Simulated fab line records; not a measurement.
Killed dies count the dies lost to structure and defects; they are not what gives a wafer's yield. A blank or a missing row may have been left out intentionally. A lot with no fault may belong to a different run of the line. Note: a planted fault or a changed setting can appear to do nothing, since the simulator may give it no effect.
Split-lot trial | flow sky130 | on a route of 708 steps: 5 lots, 23 wafers read

== ON THE SPLIT ==
At SKY_NWELL_IMPLANT_24, the setting doseCm2 was moved away from the recipe's 9.2e+12 on 7 of the 23 wafers read, by -7.1% to +3.5%. This setting was run at the recipe's value on the other wafers.

== SPLIT TO READING: what lies between them in the file, 1 step ==
- SKY_NWELL_STRIP_25: strips in O2/N2

== THE READING ==
NWELL_2_TW, at SKY_NWELL_TW_MEAS_26. Fault-free wafers of this fab line usually give 493.3, standard deviation 2.6.

wafer  | tool, chamber at the split | doseCm2 as run | against the recipe | NWELL_2_TW | against lot-mates on the recipe
L074.1 | implanter-02, 0            | 8.77e+12       | -4.7%              | 483.5      | -8.0
L074.2 | implanter-02, 0            | 9.2e+12        | recipe             | 492.2      | -
L074.4 | implanter-02, 0            | 8.77e+12       | -4.7%              | 482.5      | -9.0
L074.5 | implanter-02, 0            | 9.2e+12        | recipe             | 494.0      | -
L074.6 | implanter-02, 0            | 9.2e+12        | recipe             | 488.4      | -
L077.1 | implanter-02, 0            | 9.2e+12        | recipe             | 494.8      | -
L077.2 | implanter-02, 0            | 8.55e+12       | -7.1%              | 485.2      | -9.7
L077.3 | implanter-02, 0            | 8.55e+12       | -7.1%              | 483.5      | -11.4
L077.4 | implanter-02, 0            | 9.2e+12        | recipe             | 495.0      | -
L077.6 | implanter-02, 0            | 8.55e+12       | -7.1%              | 485.0      | -9.9
L081.1 | implanter-04, 0            | 9.2e+12        | recipe             | 491.6      | -
L081.2 | implanter-04, 0            | 9.2e+12        | recipe             | 493.4      | -
L081.4 | implanter-04, 0            | 9.2e+12        | recipe             | 490.8      | -
L081.5 | implanter-04, 0            | 9.2e+12        | recipe             | 489.4      | -
L081.6 | implanter-04, 0            | 9.2e+12        | recipe             | 493.3      | -
L083.4 | implanter-03, 0            | 9.2e+12        | recipe             | 497.8      | -
L083.5 | implanter-03, 0            | 9.2e+12        | recipe             | 493.6      | -
L083.6 | implanter-03, 0            | 9.2e+12        | recipe             | 495.7      | -
L085.1 | implanter-02, 0            | 9.522e+12      | +3.5%              | 499.1      | +9.6
L085.2 | implanter-02, 0            | 9.2e+12        | recipe             | 488.9      | -
L085.3 | implanter-02, 0            | 9.522e+12      | +3.5%              | 496.3      | +6.8
L085.4 | implanter-02, 0            | 9.2e+12        | recipe             | 489.3      | -
L085.6 | implanter-02, 0            | 9.2e+12        | recipe             | 490.3      | -

FIT RESULTS
A straight line over all 23 wafers: NWELL_2_TW changes by +1.33 for each +1% of doseCm2; r = +0.84; the points scatter about the line by 2.6.
The same after taking each lot's own level away (the mean of its wafers on the recipe; 23 wafers): +1.67 for each +1%; r = +0.95; scatter 1.7.
On that fit, the largest move of doseCm2 shifts the reading by 12.
The span of the lots' own levels, 489.50 to 495.70, comes to 2.4 times the standard deviation stated above.
Thus the slope moves with the lot-to-lot level: the two fits are different.
Check: for one of the wafers moved furthest among these (-7.1%), held out of the fit, the line's prediction against its lot-mates is -12. It came out at -9.7 against them.

== OTHER SPLITS APPLIED TO THESE WAFERS ==
Before the reading, these wafers also passed through other splits. Each is held against what the fit with the lots' levels taken away leaves over:
other split on the same wafers     | wafers away from the commonest value | r with NWELL_2_TW (lot level and that fit taken away)
SKY_FIELD_ISO_CVD_03 pressureMtorr | 15                                   | -0.24
SKY_FIELD_ISO_COAT_08 spinRpm      | 10                                   | +0.46
SKY_FIELD_ISO_ETCH_17 timeS        | 10                                   | +0.04
SKY_FIELD_ISO_OXIDATION_22 oxTimeS | 10                                   | +0.08
SKY_PWDE_COAT_02 spinRpm           | 8                                    | +0.38
SKY_NWELL_COAT_05 resistThkNm      | 8                                    | +0.12
SKY_NWELL_IMPLANT_12 energyKev     | 9                                    | +0.09

== THE FILE'S OWN FIT ==
NWELL_2_TW changes by +1.68 for each +1% of doseCm2, r = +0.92.
